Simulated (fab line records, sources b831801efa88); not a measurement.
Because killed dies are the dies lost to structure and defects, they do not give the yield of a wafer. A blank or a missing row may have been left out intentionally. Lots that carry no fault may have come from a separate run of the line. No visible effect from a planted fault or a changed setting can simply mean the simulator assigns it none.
Comparing a struck lot with a sound one :: flow sky130 :: 18 out of 708 route steps
Sound: these wafers, L940.1, L940.4, L940.5. Struck: wafers L951.4, L951.5, L951.6. The cause is given at the end.
Order at every step that has rows: each side's tool, ch and its chambers, its first start. Under that, the readings that differ: sound wafers :: struck wafers :: difference of the means :: sigmas: that difference in standard deviations of wafers without a fault.
alike: readings whose means differ by less than 2 such deviations, and words and numbers that are the same on both sides. not compared: withheld readings, readings that some wafer has no value for, bounds like >300 that may hide the same value, and numbers for which the record gives no deviation and whose values overlap.
The two part at a step that has a row with sigmas, a row that says differs or no value, or rows on one side only. Numbers that have no deviation but don't overlap get no sigmas and don't part them. A reading missing from all wafers of one side parts the sides only when that side holds two or more wafers.

first, 2 steps without rows for these wafers: SKY_GATE_OXIDE_CLEAN_00 (cleans in SC1/SC2, time 150 s); SKY_GATE_OXIDE_OXIDATION_01 (stabilise 600 s, purge 300 s, target thk 10.268 nm).
SKY_GATE_OXIDE_THK_MEAS_02:
  struck on filmMetro-02, day 18 08:05; sound on filmMetro-03, day 14 08:23
  alike: GATE_OXIDE_OXIDATION_00_THK
then, 7 steps without rows for these wafers: SKY_GATE_OXIDE_DEHYDRATE_03 (time 60 s); SKY_GATE_OXIDE_HMDS_04 (prime time 60 s); SKY_GATE_OXIDE_COAT_05 (resist thk 1140 nm); SKY_GATE_OXIDE_SOFTBAKE_06 (time 60 s); SKY_GATE_OXIDE_EXPOSE_07 (exposes mask LVOM, target cd 600 nm); SKY_GATE_OXIDE_PEB_08; SKY_GATE_OXIDE_DEVELOP_09 (develop time 60 s).
SKY_GATE_OXIDE_OVL_MEAS_10:
  struck on overlay-01, day 19 13:50; sound on overlay-02, day 15 11:25
  alike: GATE_OXIDE_OVL
next, for these wafers, 1 step has no rows: SKY_GATE_OXIDE_IMPLANT_11.
SKY_GATE_OXIDE_WET_ETCH_12: etches SiO2 in dHF, target depth 16.8 nm, time 336 s.
  sound on wetBench-01 ch 3, day 15 11:37; struck on wetBench-04 ch 3, day 19 14:01
reading: runLengthS (s)
sound: 360 360 360
struck: 131 131 131
difference: -229
sigmas: -76

reading: model.SiO2_of_FIELD_ISO_CVD_24.thkNm (nm)
sound: 363.7 363.6 363.2
struck: 376 376.7 377.4
difference: +13
sigmas: 
  alike: tempC
SKY_GATE_OXIDE_STRIP_13: strips in O2/N2.
  sound on plasmaAsher-03 ch 0,1, day 15 11:43; struck on plasmaAsher-01 ch 0,1, day 19 14:08
  alike: drypumpMotorCurrentA, oesProductAu, stripTimeToEndpointS
  not compared: rfHoursCounterH
SKY_GATE_OXIDE_TW_MEAS_14:
  struck on filmMetro-01, day 19 14:14; sound on filmMetro-02, day 15 11:49
reading: GATE_OXIDE_TW
sound: 219.8 222.1 220.8
struck: 224.7 224.9 225.0
difference: +4.0
sigmas: +3
SKY_GATE_OXIDE_CLEAN_15: cleans in SC1/SC2, time 150 s.
  sound on wetBench-04 ch 1, day 15 11:52; struck on wetBench-02 ch 0, day 19 14:16
reading: model.SiO2_of_FIELD_ISO_CVD_24.thkNm (nm)
sound: 363 362.9 362.6
struck: 375.3 376 376.8
difference: +13.2
sigmas: 
  alike: tempC
then, 1 step without rows for these wafers: SKY_GATE_OXIDE_OXIDATION_16 (stabilise 600 s, purge 300 s, target thk 3.57 nm).
-- the record jumps here: 31 days lie between the struck wafers' starts before and after (it left off in module GATE_OXIDE and takes up again in module PAD_OPEN, whose first step shown is number 708 of the route) --
SKY_PAD_OPEN_PROBE_99:
  only the struck wafers here have rows in the record (prober-01, day 50 03:18); the sound ones have none

## WHERE THEY PART
First at SKY_GATE_OXIDE_WET_ETCH_12; last, within this record, at SKY_PAD_OPEN_PROBE_99.

WHY: the cause the simulator had injected
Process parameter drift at SKY_GATE_OXIDE_WET_ETCH_12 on wetBench-04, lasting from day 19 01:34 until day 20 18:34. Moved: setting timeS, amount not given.
